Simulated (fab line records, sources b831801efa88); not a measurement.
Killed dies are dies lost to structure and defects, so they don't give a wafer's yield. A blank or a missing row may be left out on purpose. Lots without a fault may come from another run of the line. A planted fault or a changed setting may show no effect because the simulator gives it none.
A struck lot beside a sound one | flow sky130 | 19 steps out of a route of 708
Sound: wafers L240.1, L240.2, L240.5. Struck: wafers L233.1, L233.4, L233.6. The cause comes at the end.
At each step with rows: each side's tool, then ch and its chambers, then its first start. Under that, the readings that differ: sound wafers | struck wafers | difference of the means | sigmas: that difference in standard deviations of wafers without a fault.
alike: readings whose means differ by less than 2 such deviations, and words and numbers that are the same on both sides. not compared: withheld readings, readings that some wafer has no value for, bounds like >300 that may hide the same value, and numbers for which the record gives no deviation and whose values overlap.
The two part at a step that has a row with sigmas, a row that says differs or no value, or rows on one side only. Numbers that don't overlap but have no deviation are shown without sigmas and don't part them. A reading that every wafer of one side lacks parts them only if that side has two wafers or more.

first, 6 steps without rows for these wafers: SKY_VT_ADJUST_PCH_HMDS_01 (prime time 60 s); SKY_VT_ADJUST_PCH_COAT_02 (resist thk 3000 nm); SKY_VT_ADJUST_PCH_SOFTBAKE_03; SKY_VT_ADJUST_PCH_EXPOSE_04 (exposes mask NWM, target cd 840 nm); SKY_VT_ADJUST_PCH_PEB_05; SKY_VT_ADJUST_PCH_DEVELOP_06 (develop time 60 s).
SKY_VT_ADJUST_PCH_OVL_MEAS_07:
  sound on overlay-02, day 14 06:47; struck on overlay-01, day 11 22:11
  alike: VT_ADJUST_PCH_OVL
then, 1 step without rows for these wafers: SKY_VT_ADJUST_PCH_IMPLANT_08.
SKY_VT_ADJUST_PCH_STRIP_09: strips in O2/N2.
  sound on plasma_asher-01 ch 0,1, day 14 06:58; struck on plasma_asher-02 ch 0,1, day 11 22:22
  alike: chamber_pressure_mTorr, drypump_motor_current_A, oes_product_au, strip_time_to_endpoint_s
  not compared: rf_hours_counter_h
SKY_VT_ADJUST_PCH_TW_MEAS_10:
  sound on film_metro-03, day 14 07:04; struck on film_metro-04, day 11 22:28
  alike: VT_ADJUST_PCH_TW
then, 2 steps without rows for these wafers: SKY_SONOS_TUNNEL_DEHYDRATE_00 (time 60 s); SKY_SONOS_TUNNEL_HMDS_01 (prime time 60 s).
SKY_SONOS_TUNNEL_COAT_02: resist thk 1140 nm.
  sound on litho_track-02 ch 0, day 14 20:17; struck on litho_track-01 ch 0, day 12 10:33
  reading                                           | sound          | struck         | difference | sigmas
  model.NOVOLAK_of_SONOS_TUNNEL_COAT_02.thk_nm (nm) | 1145 1141 1144 | 1091 1087 1092 | -53        |
  alike: exhaust_pa
then, 3 steps without rows for these wafers: SKY_SONOS_TUNNEL_SOFTBAKE_03 (time 60 s); SKY_SONOS_TUNNEL_EXPOSE_04 (exposes mask TUNM, target cd 410 nm); SKY_SONOS_TUNNEL_PEB_05.
SKY_SONOS_TUNNEL_DEVELOP_06: develop time 60 s.
  sound on litho_track-02 ch 0, day 15 09:59; struck on litho_track-01 ch 0, day 12 23:18
  reading                                           | sound          | struck         | difference | sigmas
  model.NOVOLAK_of_SONOS_TUNNEL_COAT_02.thk_nm (nm) | 1145 1140 1143 | 1091 1086 1091 | -53        |
  alike: exhaust_pa
SKY_SONOS_TUNNEL_CD_MEAS_07: target cd 410 nm.
  sound on cd_sem-01, day 15 10:08; struck on cd_sem-01, day 12 23:27
  alike: cd_nm
-- the record jumps here: 34 days lie between the struck wafers' starts before and after (it left off in module SONOS_TUNNEL and takes up again in module PAD_OPEN, whose first step shown is number 708 of the route) --
SKY_PAD_OPEN_PROBE_99:
  the record has rows for the struck wafers here (prober-02, day 47 05:03) and none for the sound ones

WHERE THEY PART
Only at SKY_PAD_OPEN_PROBE_99, within this record.

WHY: what the simulator had put in
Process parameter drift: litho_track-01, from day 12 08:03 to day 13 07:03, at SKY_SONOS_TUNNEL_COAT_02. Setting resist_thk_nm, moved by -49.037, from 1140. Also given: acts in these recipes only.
